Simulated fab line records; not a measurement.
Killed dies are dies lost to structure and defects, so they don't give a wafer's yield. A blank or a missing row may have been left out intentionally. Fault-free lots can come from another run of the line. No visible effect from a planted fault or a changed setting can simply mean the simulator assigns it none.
fab line records	flow gf180mcu
record: lots: 5	wafers: 15	lastDay: 34
route steps=602 shown M3@421 V3@429 M4@456
lots with no fault: from the same line, run without faults
startH: hours from the record's first day to the start of the lot's first wafer shown	waitH: how many hours have passed since the lot's step before this one	" repeats the value in the row above	L1.1+2: a row that stands for several wafers	- either no value or no given start	* or withheld: withheld	< > ~ a bound
route shown NAME@n: NAME is a module with steps in the file, n the number in the route of the first one	usual: average and standard deviation across the fault-free wafers	same: alike in all rows	chamber/n: place in a boat	sites: per-site readings	_std_site: how widely they spread, as a standard deviation	_edge_site: the outer-site mean with the inner-site mean subtracted	radiusMm: for every site, how far away it sits from the centre of the wafer	mask NAME#n: copy n	behind: the tool/chamber that last shaped the wafer	hold: why the lot went on hold/how many hours it stayed there/how the hold came to an end	device: names the non-switching transistor (n, p or np)	end of line: at the end of the route, the tests of the same wafers	step lacking rows: just its recipe	killed: not the wafer's yield, but the dies lost to structure and defects at the first sort	map: per-die view of a wafer (x killed, . not killed, _ where there is no die)
set.NAME: the setting as run; set.NAME@STEP: as run at that earlier step	model.NAME: the simulator's own value behind a step, which no gauge read
lots at some steps of the route; a table a step, a row a wafer
services: a tool's chamber out of use, with start hour (startH, from the record's first day; less than 0 if before it), hours out, and reason
== steps ==
step: GF_M3_PEB_12
recipe: pebTempC: 135	pebTimeS: 90	resist: KrF
step: GF_M3_DEVELOP_13
recipe: developTimeS: 60	devTempC: 21
step: GF_M3_CD_MEAS_14
recipe: targetCdNm: 280
usual: cdNm: 280.5/1.1
lot.wafer	tool	chamber	startH	waitH	cdNm
L642.2	cdSem-02	-	498.60	0.1	281.0
L642.3	"	-	"	"	279.8
L642.4	"	-	"	"	278.6
L646.2	cdSem-01	-	529.88	0.1	279.8
L646.5	"	-	"	"	279.8
L646.6	"	-	"	"	279.9
L648.2	cdSem-02	-	550.48	0.1	281.8
L648.4	"	-	"	"	282.0
L648.5	"	-	"	"	281.8
L660.1	cdSem-01	-	639.76	0.1	279.8
L660.2	"	-	"	"	279.5
L660.5	"	-	"	"	279.7
L664.1	cdSem-01	-	666.64	0.1	281.5
L664.2	"	-	"	"	282.3
L664.6	"	-	"	"	279.8
step: GF_M3_OVL_MEAS_15
usual: M3_OVL: -4/6
lot.wafer	tool	chamber	startH	waitH	M3_OVL[nm]
L642.2	overlay-02	-	498.71	0.1	-1
L642.3	"	-	"	"	3
L642.4	"	-	"	"	-1
L646.2	overlay-01	-	529.98	0.1	-7
L646.5	"	-	"	"	-16
L646.6	"	-	"	"	-3
L648.2	overlay-02	-	550.58	0.1	-3
L648.4	"	-	"	"	-4
L648.5	"	-	"	"	-12
L660.1	overlay-02	-	639.88	0.1	-3
L660.2	"	-	"	"	-8
L660.5	"	-	"	"	2
L664.1	overlay-01	-	666.76	0.1	-2
L664.2	"	-	"	"	-5
L664.6	"	-	"	"	-7
step: GF_M3_METAL_ETCH_16
recipe: chemistry: Cl2/BCl3	maskMaterial: KrF	targetDepthNm: 750.8	stopOn: SiO2	pressureMtorr: 8	icpW: 800	biasW: 140	Cl2_flow_sccm: 80	bcl3FlowSccm: 40	timeS: 125.1
step: GF_M3_STRIP_17
recipe: chemistry: O2/N2	powerW: 1400	pressureMtorr: 1500	platenTempC: 250	o2FlowSccm: 3000	n2FlowSccm: 300	overashFraction: 0.5
step: GF_M3_STRIP_18
recipe: chemistry: postEtchResidueRemover	timeS: 1200	tempC: 72.5
step: GF_M3_CLEAN_19
recipe: chemistry: DIW	dry: n2Spin
step: GF_V3_CVD_00
recipe: material: SiO2	targetThkNm: 600	sigmaOpenFrac: 0.3	tempC: 400	timeS: 100	sih4FlowSccm: 60	pressureMtorr: 6
step: GF_V3_THK_MEAS_01
recipe: reads: SiO2_of_V3_CVD_00
usual: V3_CVD_00_THK: 595/6.7
lot.wafer	tool	chamber	startH	waitH	V3_CVD_00_THK[nm]
L642.2	filmMetro-04	-	499.52	0.0	598
L642.3	"	-	"	"	597
L642.4	"	-	"	"	596
L646.2	filmMetro-01	-	530.76	0.0	597
L646.5	"	-	"	"	588
L646.6	"	-	"	"	586
L648.2	filmMetro-03	-	551.39	0.0	600
L648.4	"	-	"	"	592
L648.5	"	-	"	"	610
L660.1	filmMetro-01	-	641.00	0.0	595
L660.2	"	-	"	"	603
L660.5	"	-	"	"	595
L664.1	filmMetro-04	-	667.53	0.0	596
L664.2	"	-	"	"	601
L664.6	"	-	"	"	601
step: GF_V3_CVD_02
recipe: material: SiO2	targetThkNm: 850	precursor: TEOS	tempC: 400	timeS: 94.851	rfW: 600
step: GF_V3_THK_MEAS_03
recipe: reads: SiO2_of_V3_CVD_02
usual: V3_CVD_02_THK: 854/11
lot.wafer	tool	chamber	startH	waitH	V3_CVD_02_THK[nm]
L642.2	filmMetro-01	-	499.65	0.0	846
L642.3	"	-	"	"	844
L642.4	"	-	"	"	852
L646.2	filmMetro-04	-	530.89	0.0	847
L646.5	"	-	"	"	864
L646.6	"	-	"	"	855
L648.2	filmMetro-03	-	551.55	0.1	849
L648.4	"	-	"	"	859
L648.5	"	-	"	"	861
L660.1	filmMetro-04	-	641.13	0.0	842
L660.2	"	-	"	"	856
L660.5	"	-	"	"	856
L664.1	filmMetro-01	-	667.66	0.0	859
L664.2	"	-	"	"	855
L664.6	"	-	"	"	872
step: GF_V3_CMP_04
recipe: material: SiO2	downForcePsi: 4	platenRpm: 60	padVelocityMS: 0.94248
usual: motorCurrentA: 12.5/1.3	platenRpm: 60.00/0.042	timeToEndpointS: 84/6.5
lot.wafer	tool	chamber	startH	waitH	motorCurrentA	platenRpm	timeToEndpointS	model.SiO2_of_V3_CVD_02.thkNm
L642.2	cmp-01	1	499.70	0.0	10.6	60.01	72	631.3
L642.4	"	2	"	"	13.0	59.98	85	632.9
L642.3	"	0	"	"	11.3	59.98	75	630.4
L646.2	cmp-01	1	530.94	0.0	11.2	59.95	74	631.9
L646.5	"	1	"	"	11.6	59.94	81	632.1
L646.6	"	2	"	"	13.4	60.00	88	634.5
L648.2	cmp-01	2	551.70	0.1	13.3	60.06	85	633.3
L648.4	"	3	"	"	11.0	59.95	110	711.1
L648.5	"	1	"	"	11.5	59.97	81	630
L660.1	cmp-02	2	641.24	0.1	10.6	59.94	81	631.8
L660.2	"	3	"	"	12.8	59.99	88	632.2
L660.5	"	2	"	"	10.9	60.04	85	633.1
L664.2	cmp-01	3	668.03	0.4	11.6	60.00	84	633.4
L664.1	"	0	"	"	11.4	60.01	82	631.2
L664.6	"	3	"	"	11.9	59.98	93	633.3
step: GF_V3_BOW_MEAS_05
recipe: mode: bow
usual: V3_BOW: 117/8.9
lot.wafer	tool	chamber	startH	waitH	V3_BOW[um]
L642.2	filmMetro-01	-	500.02	0.3	113
L642.3	"	-	"	"	115
L642.4	"	-	"	"	108
L646.2	filmMetro-01	-	531.26	0.3	119
L646.5	"	-	"	"	119
L646.6	"	-	"	"	111
L648.2	filmMetro-04	-	551.92	0.2	112
L648.4	"	-	"	"	103
L648.5	"	-	"	"	114
L660.1	filmMetro-01	-	641.49	0.2	120
L660.2	"	-	"	"	140
L660.5	"	-	"	"	115
L664.1	filmMetro-04	-	668.28	0.1	124
L664.2	"	-	"	"	119
L664.6	"	-	"	"	119
step: GF_V3_DEHYDRATE_06
recipe: tempC: 200	timeS: 60
step: GF_V3_HMDS_07
recipe: primeTimeS: 60	primeTempC: 120
step: GF_V3_COAT_08
recipe: resist: BARC	tempC: withheld	timeS: withheld	spinRpm: withheld	resistThkNm: withheld
step: GF_V3_COAT_09
recipe: resist: KrF	spinRpm: withheld	resistThkNm: 1000
step: GF_V3_SOFTBAKE_10
recipe: tempC: 130	timeS: 60	resist: KrF
step: GF_V3_EXPOSE_11
recipe: maskId: Via3	targetCdNm: 260	na: 0.68	sourceShape: conventional	sigmaOuter: 0.6	doseMj: 38
step: GF_V3_PEB_12
recipe: pebTempC: 135	pebTimeS: 90	resist: KrF
step: GF_V3_DEVELOP_13
recipe: developTimeS: 60	resist: KrF	devTempC: 21
step: GF_V3_CD_MEAS_14
recipe: targetCdNm: 260
usual: cdNm: 260.3/1.4
lot.wafer	tool	chamber	startH	waitH	cdNm
L642.2	cdSem-01	-	523.31	0.1	260.6
L642.3	"	-	"	"	260.1
L642.4	"	-	"	"	261.0
L646.2	cdSem-02	-	553.51	0.1	262.8
L646.5	"	-	"	"	261.6
L646.6	"	-	"	"	262.5
L648.2	cdSem-02	-	573.90	0.1	261.9
L648.4	"	-	"	"	261.9
L648.5	"	-	"	"	261.0
L660.1	cdSem-01	-	661.43	0.1	260.2
L660.2	"	-	"	"	260.8
L660.5	"	-	"	"	259.8
L664.1	cdSem-01	-	687.94	0.1	258.3
L664.2	"	-	"	"	257.7
L664.6	"	-	"	"	259.1
step: GF_V3_OVL_MEAS_15
usual: V3_OVL: 1/6.1
lot.wafer	tool	chamber	startH	waitH	V3_OVL[nm]
L642.2	overlay-01	-	523.42	0.1	-1
L642.3	"	-	"	"	10
L642.4	"	-	"	"	3
L646.2	overlay-02	-	553.62	0.1	3
L646.5	"	-	"	"	6
L646.6	"	-	"	"	0
L648.2	overlay-01	-	574.01	0.1	-2
L648.4	"	-	"	"	0
L648.5	"	-	"	"	-9
L660.1	overlay-01	-	661.55	0.1	4
L660.2	"	-	"	"	8
L660.5	"	-	"	"	8
L664.1	overlay-02	-	688.06	0.1	0
L664.2	"	-	"	"	6
L664.6	"	-	"	"	7
step: GF_V3_ETCH_16
recipe: chemistry: N2/H2	targetDepthA: withheld	overetchA: withheld	timeS: withheld	target: BARC	ionEnergyEv: 200	sourceW: 500	biasW: 100	pressureMtorr: 30	n2FlowSccm: 100	h2FlowSccm: 200
usual: drypumpMotorCurrentA: 5.70/0.23	oesProductAu: 0.854/0.0049	throttleValvePct: 13.225/0.008
lot.wafer	tool	chamber	startH	waitH	drypumpMotorCurrentA	oesProductAu	throttleValvePct
L642.2	rieDiel-02	3	523.45	0.0	5.58	0.848	13.225
L642.3	"	1	"	"	5.54	0.862	13.217
L642.4	"	2	"	"	5.98	0.864	13.213
L646.2	rieDiel-02	0	553.65	0.0	5.54	0.854	13.222
L646.5	"	3	"	"	5.56	0.858	13.228
L646.6	"	0	"	"	5.50	0.856	13.222
L648.2	rieDiel-04	1	574.04	0.0	5.04	0.855	13.223
L648.4	"	0	"	"	5.68	0.847	13.223
L648.5	"	3	"	"	5.70	0.850	13.240
L660.1	rieDiel-02	3	661.59	0.0	5.58	0.853	13.234
L660.2	"	2	"	"	5.96	0.856	13.227
L660.5	"	1	"	"	5.51	0.844	13.231
L664.1	rieDiel-01	0	688.09	0.0	5.76	0.858	13.224
L664.2	"	1	"	"	6.06	0.853	13.246
L664.6	"	0	"	"	5.76	0.856	13.221
step: GF_V3_ETCH_17
recipe: chemistry: C4F8/O2/Ar	maskMaterial: KrF	target: SiO2	stopOn: TiN	sourceW: 1500	biasW: 1200	pressureMtorr: 40	c4f8FlowSccm: withheld	O2_flow_sccm: 6	Ar_flow_sccm: 300	timeS: withheld	targetDepthA: 6350
usual: oesProductAu: 0.856/0.0054
lot.wafer	tool	chamber	startH	waitH	oesProductAu	model.etch.depthNm	model.V3.featureDepthNm
L642.2	rieDiel-02	3	-	-	0.855	631.3	631.3
L642.3	"	1	"	"	0.857	630.4	630.4
L642.4	"	2	"	"	0.853	632.9	632.9
L646.2	rieDiel-02	0	-	-	0.857	631.9	631.9
L646.5	"	3	"	"	0.863	632.1	632.1
L646.6	"	0	"	"	0.860	634.5	634.5
L648.2	rieDiel-04	1	-	-	0.850	633.3	633.3
L648.4	"	0	"	"	0.913	711.1	711.1
L648.5	"	3	"	"	0.855	630	630
L660.1	rieDiel-02	3	-	-	0.854	631.8	631.8
L660.2	"	2	"	"	0.862	632.2	632.2
L660.5	"	1	"	"	0.856	633.1	633.1
L664.1	rieDiel-01	0	-	-	0.860	631.2	631.2
L664.2	"	1	"	"	0.859	633.4	633.4
L664.6	"	0	"	"	0.847	633.3	633.3
step: GF_V3_STRIP_18
recipe: chemistry: O2/N2	powerW: 1400	pressureMtorr: 1500	platenTempC: 250	o2FlowSccm: 3000	n2FlowSccm: 300	overashFraction: 0.5
step: GF_V3_STRIP_19
recipe: chemistry: postEtchResidueRemover	timeS: 1200	tempC: 72.5
step: GF_V3_CLEAN_20
recipe: chemistry: DIW	dry: n2Spin
step: GF_V3_SPUTTER_21
recipe: material: Ti	targetThkNm: 15	chamberPressurePa: 5	powerW: 2500	substrateTempC: 200	timeS: 80.02
usual: throttleValvePct: 30.0/0.75
same: timeS: 80.02
lot.wafer	tool	chamber	startH	waitH	throttleValvePct
L642.2	pvdSputter-03	-	524.11	0.0	30.3
L642.3	"	-	"	"	29.6
L642.4	"	-	"	"	30.1
L646.2	pvdSputter-04	-	554.31	0.0	30.0
L646.5	"	-	"	"	30.2
L646.6	"	-	"	"	28.9
L648.2	pvdSputter-01	-	574.71	0.0	30.4
L648.4	"	-	"	"	31.6
L648.5	"	-	"	"	29.8
L660.1	pvdSputter-01	-	662.26	0.0	28.7
L660.2	"	-	"	"	30.5
L660.5	"	-	"	"	31.3
L664.1	pvdSputter-04	-	688.77	0.0	30.3
L664.2	"	-	"	"	28.8
L664.6	"	-	"	"	30.8
step: GF_V3_SPUTTER_22
recipe: material: TiN	targetThkNm: 10	chamberPressurePa: 5	powerW: 4000	timeS: 40
usual: throttleValvePct: 30.0/0.73
same: timeS: 40
lot.wafer	tool	chamber	startH	waitH	throttleValvePct
L642.2	pvdSputter-03	-	524.17	0.0	30.1
L642.3	"	-	"	"	29.3
L642.4	"	-	"	"	30.6
L646.2	pvdSputter-04	-	554.37	0.0	29.9
L646.5	"	-	"	"	30.3
L646.6	"	-	"	"	29.1
L648.2	pvdSputter-01	-	574.77	0.0	30.2
L648.4	"	-	"	"	31.2
L648.5	"	-	"	"	29.8
L660.1	pvdSputter-01	-	662.32	0.0	28.8
L660.2	"	-	"	"	30.4
L660.5	"	-	"	"	31.1
L664.1	pvdSputter-04	-	688.83	0.0	30.4
L664.2	"	-	"	"	28.6
L664.6	"	-	"	"	30.6
step: GF_V3_CVD_23
recipe: material: W	targetThkNm: 350	timeS: 104.9	tempC: 400	pressureTorr: 40
usual: heaterPowerW: 812/18
same: timeS: 104.9
lot.wafer	tool	chamber	startH	waitH	heaterPowerW
L642.2	cvdW-02	0	524.21	0.0	794
L642.3	"	1	"	"	806
L642.4	"	0	"	"	808
L646.2	cvdW-02	1	554.41	0.0	792
L646.5	"	0	"	"	778
L646.6	"	1	"	"	797
L648.2	cvdW-01	1	574.81	0.0	801
L648.4	"	0	"	"	808
L648.5	"	1	"	"	836
L660.1	cvdW-02	0	662.36	0.0	787
L660.2	"	1	"	"	809
L660.5	"	1	"	"	805
L664.1	cvdW-02	1	688.87	0.0	825
L664.2	"	0	"	"	799
L664.6	"	1	"	"	806
step: GF_V3_RS_MEAS_24
recipe: thkMeasGauge: four-point-probe	reads: W_of_V3_CVD_23+TiN_of_V3_SPUTTER_22+Ti_of_V3_SPUTTER_21
usual: V3_W_RS: 0.327/0.0037
lot.wafer	tool	chamber	startH	waitH	V3_W_RS[ohm/sq]
L642.2	filmMetro-01	-	524.34	0.1	0.328
L642.3	"	-	"	"	0.328
L642.4	"	-	"	"	0.324
L646.2	filmMetro-01	-	554.54	0.1	0.326
L646.5	"	-	"	"	0.319
L646.6	"	-	"	"	0.326
L648.2	filmMetro-01	-	574.94	0.1	0.324
L648.4	"	-	"	"	0.332
L648.5	"	-	"	"	0.324
L660.1	filmMetro-01	-	662.47	0.1	0.326
L660.2	"	-	"	"	0.328
L660.5	"	-	"	"	0.327
L664.1	filmMetro-01	-	688.98	0.1	0.328
L664.2	"	-	"	"	0.325
L664.6	"	-	"	"	0.327
step: GF_V3_THK_MEAS_25
recipe: thkMeasGauge: xrf	reads: W_of_V3_CVD_23
usual: V3_W_THK: 360/5.7
lot.wafer	tool	chamber	startH	waitH	V3_W_THK[nm]
L642.2	filmMetro-01	-	524.45	0.1	361
L642.3	"	-	"	"	360
L642.4	"	-	"	"	364
L646.2	filmMetro-01	-	554.65	0.1	355
L646.5	"	-	"	"	365
L646.6	"	-	"	"	358
L648.2	filmMetro-01	-	575.05	0.1	359
L648.4	"	-	"	"	352
L648.5	"	-	"	"	358
L660.1	filmMetro-01	-	662.59	0.1	359
L660.2	"	-	"	"	357
L660.5	"	-	"	"	357
L664.1	filmMetro-01	-	689.10	0.1	358
L664.2	"	-	"	"	361
L664.6	"	-	"	"	361
step: GF_V3_CMP_26
recipe: stopOn: SiO2	downForcePsi: 3.5	platenRpm: 60	tOverpolishS: 15	targetThkNm: 0	padVelocityMS: 0.94248
usual: motorCurrentA: 11.5/1.2	platenRpm: 59.99/0.037
lot.wafer	tool	chamber	startH	waitH	motorCurrentA	platenRpm	model.SiO2_of_V3_CVD_02.thkNm
L642.4	cmp-02	1	524.50	0.0	13.9	60.00	629.1
L642.3	"	3	"	"	12.5	59.97	626.6
L642.2	"	0	"	"	12.5	59.97	627.5
L646.2	cmp-01	1	554.75	0.1	10.1	59.95	628.1
L646.6	"	0	"	"	10.1	60.03	630.7
L646.5	"	1	"	"	10.4	59.99	628.3
L648.4	cmp-01	3	575.10	0.0	10.2	60.04	707.3
L648.2	"	2	"	"	11.9	59.97	629.5
L648.5	"	0	"	"	10.6	59.99	626.2
L660.2	cmp-02	1	662.65	0.0	13.6	59.95	628.4
L660.1	"	0	"	"	12.6	60.03	628.1
L660.5	"	2	"	"	9.8	60.00	629.3
L664.2	cmp-02	1	689.16	0.0	12.6	60.01	629.6
L664.1	"	2	"	"	9.9	60.05	627.4
L664.6	"	1	"	"	13.6	60.02	629.5
step: GF_M4_SPUTTER_00
recipe: material: Ti	targetThkNm: 37.5	arrivingIonEnergyEv: 80	substrateTempC: 200	chamberPressurePa: 2	powerW: 4000	timeS: 150
usual: throttleValvePct: 30.2/0.79
same: timeS: 150
lot.wafer	tool	chamber	startH	waitH	throttleValvePct
L642.2	pvdSputter-02	-	524.80	0.1	30.7
L642.3	"	-	"	"	30.8
L642.4	"	-	"	"	30.3
L646.2	pvdSputter-01	-	555.00	0.2	29.2
L646.5	"	-	"	"	30.3
L646.6	"	-	"	"	31.3
L648.2	pvdSputter-02	-	575.40	0.1	31.4
L648.4	"	-	"	"	30.6
L648.5	"	-	"	"	31.1
L660.1	pvdSputter-04	-	662.95	0.1	30.5
L660.2	"	-	"	"	28.8
L660.5	"	-	"	"	30.6
L664.1	pvdSputter-01	-	689.46	0.2	31.3
L664.2	"	-	"	"	29.1
L664.6	"	-	"	"	30.2
== services ==
tool	chamber	startH	hours	kind
cmp-02	-	481.50	7.1	pm
rieDiel-04	0	483.45	9.7	repair
rieDiel-01	-	489.87	2.8	pm
pvdSputter-02	-	499.35	2.1	repair
pvdSputter-03	-	515.11	2.0	repair
rieDiel-01	1	520.71	33.1	repair
cmp-01	-	526.26	4.3	pm
pvdSputter-01	-	533.81	3.8	repair
pvdSputter-02	-	543.45	4.4	repair
rieDiel-02	3	546.75	2.1	repair
rieDiel-02	1	547.44	15.3	repair
pvdSputter-04	-	548.52	0.6	repair
cvdW-01	0	564.26	5.2	repair
rieDiel-04	0	568.01	1.7	repair
cmp-02	-	572.49	4.0	pm
cvdW-01	-	580.15	0.9	repair
pvdSputter-04	-	583.50	3.4	repair
pvdSputter-04	-	614.11	9.4	repair
pvdSputter-03	-	643.75	4.7	repair
cvdW-02	1	664.88	3.1	repair
rieDiel-04	-	669.45	2.8	pm
rieDiel-02	3	670.06	-	clean
rieDiel-02	3	670.06	21.8	scheduledDown
rieDiel-02	3	670.06	21.8	ventCycle
== key ==
firstSign: step: GF_V3_CMP_04	reading: timeToEndpointS	direction: up	sigmas: 4	usual: *	struck: *
effect: step: GF_V3_ETCH_17	reading: oesProductAu	direction: up	sigmas: 10	usual: 0.856	struck: 0.913
modelEffect: step: GF_V3_CMP_04	value: SiO2_of_V3_CVD_02.thkNm	without: 631.7	struck: 711.1
modelEffect: step: GF_V3_ETCH_17	value: etch.depthNm	without: 631.7	struck: 711.1
modelEffect: step: GF_V3_CMP_26	value: SiO2_of_V3_CVD_02.thkNm	without: 627.9	struck: 707.3
metAt GF_V3_CMP_04
struckWafers L648.4
onsetBetween 530.94 551.70
fault: kind: processParameterDrift	tool: cmp-01	chamber: -	onsetH: 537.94	steps: GF_V3_CMP_04	channel: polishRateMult	offset: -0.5	shape: step	endH: 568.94	scope: struckWafersOnly
